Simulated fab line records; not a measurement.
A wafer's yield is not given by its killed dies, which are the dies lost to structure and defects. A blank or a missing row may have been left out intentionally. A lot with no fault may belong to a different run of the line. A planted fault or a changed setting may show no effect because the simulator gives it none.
fab line records    flow sky130
[record] lots = 13  wafers = 39  lastDay = 50
route steps=708 shown FIELD_ISO@14 NWELL@68 POLY_GATE@224 LOCAL_INTERCONNECT@389 PAD_OPEN@708
lots that met no fault: taken from a fault-free run of the same line
startH: start of the lot's first displayed wafer, in hours after the record's first day    waitH: hours elapsed since this lot's preceding step    " same as the row above    L1.1+2: several wafers, shown together as one row    - no value present, or no start provided    * or withheld: withheld    < > ~ a bound
route shown NAME@n: a module of which the file shows steps, and the number in the route of the first    usual: mean and standard deviation over wafers with no fault    same: alike in all rows    chamber/n: place in a boat    sites: per-site readings    _std_site: their standard deviation    _edge_site: inner sites' mean taken away from outer sites' mean    radiusMm: for every site, how far away it sits from the centre of the wafer    mask NAME#n: copy n    behind: the most recent tool/chamber to have shaped the wafer    hold: reason for holding the lot/hours on hold/outcome of the hold    device: which transistor (n, p or np) failed to switch    end of line: the route-end tests of the same wafers    where a step has no rows: the recipe by itself    killed: dies lost to structure and defects at the first sort, not the wafer's yield    map: shows each die of a wafer: x if killed, . if not, _ if none is there
set.NAME: setting as actually run; set.NAME@STEP: the setting as run at that earlier step    model.NAME: the simulator's own value behind a step, which no gauge read
one table for each step of the route and one row for each wafer, over a sample of lots
services: a tool's chamber out of use, with start hour (startH, from the record's first day; less than 0 if before it), hours out, and reason
[[steps]]
[step SKY_FIELD_ISO_CD_MEAS_13]
[recipe] targetCdNm = 150
[usual] cdNm = 150.3/1.5
lot.wafer  tool      chamber  startH  waitH  cdNm
L846.2     cdSem-01  -        33.30   -      152.6
L846.3     "         -        "       "      152.3
L846.4     "         -        "       "      150.1
L847.1     cdSem-01  -        39.48   -      150.7
L847.2     "         -        "       "      150.7
L847.6     "         -        "       "      150.9
L849.1     cdSem-02  -        51.55   -      153.2
L849.5     "         -        "       "      153.1
L849.6     "         -        "       "      152.8
L850.3     cdSem-02  -        54.90   -      149.4
L850.5     "         -        "       "      150.3
L850.6     "         -        "       "      148.3
L851.4     cdSem-02  -        59.56   -      149.9
L851.5     "         -        "       "      150.4
L851.6     "         -        "       "      151.2
L852.2     cdSem-01  -        66.66   -      150.9
L852.4     "         -        "       "      151.3
L852.6     "         -        "       "      151.9
L861.2     cdSem-01  -        113.76  -      150.0
L861.4     "         -        "       "      150.8
L861.5     "         -        "       "      149.7
L862.1     cdSem-02  -        116.73  -      150.3
L862.4     "         -        "       "      150.1
L862.5     "         -        "       "      149.5
L863.1     cdSem-02  -        123.64  -      148.2
L863.3     "         -        "       "      147.6
L863.4     "         -        "       "      148.9
L864.1     cdSem-02  -        130.19  -      147.5
L864.2     "         -        "       "      148.4
L864.6     "         -        "       "      147.7
L865.1     cdSem-01  -        133.43  -      150.2
L865.5     "         -        "       "      149.0
L865.6     "         -        "       "      150.9
L867.1     cdSem-02  -        145.23  -      152.1
L867.5     "         -        "       "      152.7
L867.6     "         -        "       "      152.0
L868.2     cdSem-02  -        149.05  -      148.2
L868.5     "         -        "       "      149.5
L868.6     "         -        "       "      149.1
[step SKY_NWELL_TW_MEAS_15]
[usual] NWELL_TW = 1812/19
lot.wafer  tool          chamber  startH  waitH  NWELL_TW
L846.2     filmMetro-02  -        89.52   0.1    1794
L846.3     "             -        "       "      1804
L846.4     "             -        "       "      1806
L847.1     filmMetro-02  -        99.00   0.1    1797
L847.2     "             -        "       "      1802
L847.6     "             -        "       "      1803
L849.1     filmMetro-02  -        122.82  0.1    1811
L849.5     "             -        "       "      1824
L849.6     "             -        "       "      1809
L850.3     filmMetro-04  -        123.95  0.1    1846
L850.5     "             -        "       "      1834
L850.6     "             -        "       "      1831
L852.2     filmMetro-04  -        133.06  0.1    1840
L852.4     "             -        "       "      1832
L852.6     "             -        "       "      1838
L851.4     filmMetro-02  -        133.86  0.1    1810
L851.5     "             -        "       "      1816
L851.6     "             -        "       "      1818
L861.2     filmMetro-02  -        186.41  0.1    1796
L861.4     "             -        "       "      1784
L861.5     "             -        "       "      1783
L862.1     filmMetro-02  -        187.53  0.1    1797
L862.4     "             -        "       "      1785
L862.5     "             -        "       "      1799
L863.1     filmMetro-01  -        191.72  0.1    1784
L863.3     "             -        "       "      1790
L863.4     "             -        "       "      1783
L864.1     filmMetro-02  -        199.33  0.1    1790
L864.2     "             -        "       "      1801
L864.6     "             -        "       "      1798
L865.1     filmMetro-04  -        204.00  0.1    1831
L865.5     "             -        "       "      1835
L865.6     "             -        "       "      1839
L867.1     filmMetro-01  -        215.53  0.1    1802
L867.5     "             -        "       "      1796
L867.6     "             -        "       "      1789
L868.2     filmMetro-01  -        221.53  0.1    1800
L868.5     "             -        "       "      1798
L868.6     "             -        "       "      1793
[step SKY_POLY_GATE_EXPOSE_10]
[recipe] maskId = P1M  na = 0.68  sourceShape = conventional  sigmaOuter = 0.6  targetCdNm = 150  doseMj = 28
lot.wafer   tool           chamber  startH  waitH  mask
L846.2+3+4  krfScanner-01  0        357.43  -      P1M#0
L847.1+2+6  krfScanner-02  0        374.68  -      P1M#0
L849.1+5+6  krfScanner-01  0        409.46  -      P1M#0
L850.3+5+6  krfScanner-01  0        422.50  -      P1M#0
L852.2+4+6  krfScanner-01  0        425.91  -      P1M#0
L851.4+5+6  krfScanner-01  0        429.54  -      P1M#0
L861.2+4+5  krfScanner-02  0        508.93  -      P1M#0
L862.1+4+5  krfScanner-01  0        511.43  -      P1M#0
L863.1+3+4  krfScanner-01  0        514.59  -      P1M#0
L864.1+2+6  krfScanner-02  0        529.21  -      P1M#0
L865.1+5+6  krfScanner-02  0        537.34  -      P1M#0
L867.1+5+6  krfScanner-01  0        547.56  -      P1M#0
L868.2+5+6  krfScanner-01  0        553.65  -      P1M#0
[step SKY_POLY_GATE_CD_MEAS_13]
[recipe] targetCdNm = 150
[usual] cdNm = 149.6/1.4
lot.wafer  tool      chamber  startH  waitH  cdNm
L846.2     cdSem-01  -        371.01  -      150.8
L846.3     "         -        "       "      150.6
L846.4     "         -        "       "      149.9
L847.1     cdSem-01  -        388.28  -      152.1
L847.2     "         -        "       "      152.5
L847.6     "         -        "       "      152.0
L849.1     cdSem-02  -        424.51  -      151.6
L849.5     "         -        "       "      151.9
L849.6     "         -        "       "      150.7
L850.3     cdSem-01  -        437.53  -      149.7
L850.5     "         -        "       "      150.3
L850.6     "         -        "       "      150.6
L852.2     cdSem-01  -        441.18  -      117.7
L852.4     "         -        "       "      115.4
L852.6     "         -        "       "      142.3
L851.4     cdSem-02  -        444.24  -      115.5
L851.5     "         -        "       "      104.8
L851.6     "         -        "       "      122.2
L861.2     cdSem-02  -        524.15  -      149.6
L861.4     "         -        "       "      148.1
L861.5     "         -        "       "      149.2
L862.1     cdSem-01  -        526.06  -      152.2
L862.4     "         -        "       "      151.4
L862.5     "         -        "       "      152.3
L863.1     cdSem-01  -        528.81  -      148.6
L863.3     "         -        "       "      150.4
L863.4     "         -        "       "      147.6
L864.1     cdSem-02  -        543.63  -      147.4
L864.2     "         -        "       "      148.1
L864.6     "         -        "       "      148.8
L865.1     cdSem-01  -        552.78  -      150.9
L865.5     "         -        "       "      150.5
L865.6     "         -        "       "      150.5
L867.1     cdSem-02  -        562.01  -      149.8
L867.5     "         -        "       "      148.9
L867.6     "         -        "       "      149.3
L868.2     cdSem-02  -        568.45  -      149.9
L868.5     "         -        "       "      150.6
L868.6     "         -        "       "      149.9
[step SKY_LOCAL_INTERCONNECT_THK_MEAS_02]
[recipe] thkMeasGauge = xrf  reads = TiN_of_LOCAL_INTERCONNECT_SPUTTER_00
[usual] LOCAL_INTERCONNECT_TIN_THK = 100.7/1.5
lot.wafer  tool          chamber  startH  waitH  LOCAL_INTERCONNECT_TIN_THK[nm]
L846.2     filmMetro-01  -        684.46  0.1    101.5
L846.3     "             -        "       "      102.0
L846.4     "             -        "       "      101.8
L847.1     filmMetro-03  -        697.71  0.1    103.3
L847.2     "             -        "       "      102.4
L847.6     "             -        "       "      103.0
L849.1     filmMetro-03  -        730.19  0.1    99.7
L849.5     "             -        "       "      100.2
L849.6     "             -        "       "      99.3
L850.3     filmMetro-01  -        741.12  0.1    101.9
L850.5     "             -        "       "      101.5
L850.6     "             -        "       "      101.8
L852.6     filmMetro-01  -        749.24  0.1    101.9
L851.6     filmMetro-04  -        750.40  0.1    99.8
L861.2     filmMetro-01  -        815.66  0.1    99.4
L861.4     "             -        "       "      98.7
L861.5     "             -        "       "      99.4
L862.1     filmMetro-03  -        816.84  0.1    99.5
L862.4     "             -        "       "      99.2
L862.5     "             -        "       "      99.4
L863.1     filmMetro-01  -        820.27  0.1    101.5
L863.3     "             -        "       "      100.8
L863.4     "             -        "       "      100.9
L864.1     filmMetro-04  -        832.95  0.1    99.1
L864.2     "             -        "       "      99.7
L864.6     "             -        "       "      99.0
L865.1     filmMetro-03  -        839.74  0.1    102.0
L865.5     "             -        "       "      102.2
L865.6     "             -        "       "      101.6
L867.1     filmMetro-01  -        853.59  0.1    101.0
L867.5     "             -        "       "      101.1
L867.6     "             -        "       "      99.9
L868.2     filmMetro-04  -        854.80  0.1    99.6
L868.5     "             -        "       "      100.2
L868.6     "             -        "       "      99.5
[step SKY_PAD_OPEN_PROBE_99]
[usual] killed_at_M0_to_M3 = 43/6.9  killed_at_M4_up = 3.0/1.8  killedAtContacts = 24/4.8  killedAtFrontEnd = 15/4.5  killedAtOther = 0.4/0.67  killedDies = 86/9.2  killedOnRim = 17/3.5  killedOpen = 46/6.9  killedShort = 39/6
[same] grossDies = 492  killedAtBackSide = 0
lot.wafer  tool       chamber  startH   waitH  killed_at_M0_to_M3  killed_at_M4_up  killedAtContacts  killedAtFrontEnd  killedAtOther  killedDies  killedOnRim  killedOpen  killedShort
L852.2     prober-02  -        1126.52  0.1    35                  3                40                326               0              404         47           49          45
L852.4     prober-02  -        1126.62  0.2    22                  2                17                417               0              458         74           30          20
L852.6     prober-02  -        1126.72  0.2    28                  2                31                19                1              81          16           47          33
L851.4     prober-01  -        1128.49  0.2    40                  2                23                386               0              451         70           47          32
L851.5     prober-01  -        1128.54  0.2    44                  2                31                414               1              492         96           49          39
L851.6     prober-01  -        1128.59  0.2    36                  0                26                179               1              242         20           35          40
// killed by level:class
L852.2 POLY_GATE:areaExpose=310 CONTACT:geometricParticle:open=11 LI_CONTACT:geometricParticle:open=9 VIA3:geometricParticle:open=9 LOCAL_INTERCONNECT:geometricParticle:short=8 CONTACT:geometricParticle:short=7 FIELD_ISO:geometricParticle:short=5 VIA1:geometricParticle:open=5
L852.4 POLY_GATE:areaExpose=408 CONTACT:geometricParticle:open=8 LOCAL_INTERCONNECT:geometricParticle:short=5 VIA1:geometricParticle:open=5 VIA3:geometricParticle:open=4 POLY_GATE:geometricParticle:open=3 METAL1:geometricParticle:short=3 VIA1:geometricParticle:short=3
L852.6 CONTACT:geometricParticle:open=11 LI_CONTACT:geometricParticle:open=7 VIA1:geometricParticle:open=7 FIELD_ISO:geometricParticle:open=6 LOCAL_INTERCONNECT:geometricParticle:short=5 POLY_GATE:geometricParticle:short=4 METAL1:geometricParticle:short=4 VIA2:geometricParticle:open=4
L851.4 POLY_GATE:areaExpose=372 CONTACT:geometricParticle:open=9 VIA1:geometricParticle:open=9 LI_CONTACT:geometricParticle:open=6 POLY_GATE:geometricParticle:open=5 VIA2:geometricParticle:open=5 VIA1:geometricParticle:short=5 FIELD_ISO:geometricParticle:short=4
L851.5 POLY_GATE:areaExpose=404 LI_CONTACT:geometricParticle:open=12 VIA2:geometricParticle:open=8 METAL1:geometricParticle:short=8 CONTACT:geometricParticle:open=7 VIA1:geometricParticle:open=7 LOCAL_INTERCONNECT:geometricParticle:short=6 METAL2:geometricParticle:short=5
L851.6 POLY_GATE:areaExpose=167 VIA1:geometricParticle:open=10 CONTACT:geometricParticle:open=7 CONTACT:geometricParticle:short=7 METAL1:geometricParticle:short=7 LOCAL_INTERCONNECT:geometricParticle:short=6 POLY_GATE:geometricParticle:short=5 LI_CONTACT:geometricParticle:open=4
[[services]]
tool           chamber  startH  hours  kind
krfScanner-01  -        336.88  0.8    pm
krfScanner-02  -        337.63  0.8    pm
krfScanner-01  -        347.02  0.2    repair
krfScanner-01  -        368.28  1.3    pm
krfScanner-01  -        369.58  1.0    pm
krfScanner-01  -        403.39  0.7    repair
krfScanner-02  -        404.25  2.8    repair
krfScanner-01  -        411.49  4.4    pm
krfScanner-01  -        419.16  1.0    repair
krfScanner-02  -        440.97  0.4    repair
krfScanner-01  0        447.81  -      calibration
krfScanner-02  0        448.70  -      calibration
krfScanner-02  -        493.05  1.3    pm
krfScanner-02  -        495.05  1.0    pm
krfScanner-01  -        505.68  0.8    pm
krfScanner-02  -        506.43  0.8    pm
krfScanner-01  -        538.50  1.0    pm
krfScanner-01  -        544.18  1.3    pm
[[key]]
[firstSign] step = SKY_POLY_GATE_CD_MEAS_13  reading = cdNm  direction = down  sigmas = 22  usual = 149.6  struck = 119.7
[effect] step = SKY_PAD_OPEN_PROBE_99  reading = killedAtFrontEnd  direction = up  sigmas = 62  usual = 15  struck = 290  wafersMoved = 5
[moreKillsBornAt] SKY_POLY_GATE_EXPOSE_10@krfScanner-01 = 1661
metAt SKY_POLY_GATE_EXPOSE_10
struckLots L851,L852
laterRowsLeftOut L851.4,L851.5,L852.2,L852.4
testerLeftOut L851,L852
notActingAt SKY_FIELD_ISO_CD_MEAS_13,SKY_NWELL_TW_MEAS_15,SKY_LOCAL_INTERCONNECT_THK_MEAS_02
onsetBetween 422.50 425.91
[fault] kind = processParameterDrift  tool = krfScanner-01  chamber = -  onsetH = 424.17  steps = SKY_POLY_GATE_EXPOSE_10  channel = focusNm  offset = 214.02  spreadByWafer = 0.3  shape = step  endH = 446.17
// testerLeftOut: of these lots the tester's yield and bins aren't shown, on N5 and GAA mostly nor the transistor test; their killed dies are dies lost to structure and defects alone, not to doping, threshold or leakage, so they don't give the yield
// laterRowsLeftOut: the simulator's readings of these wafers behind a module that went badly wrong aren't trusted and aren't shown, but for the sort
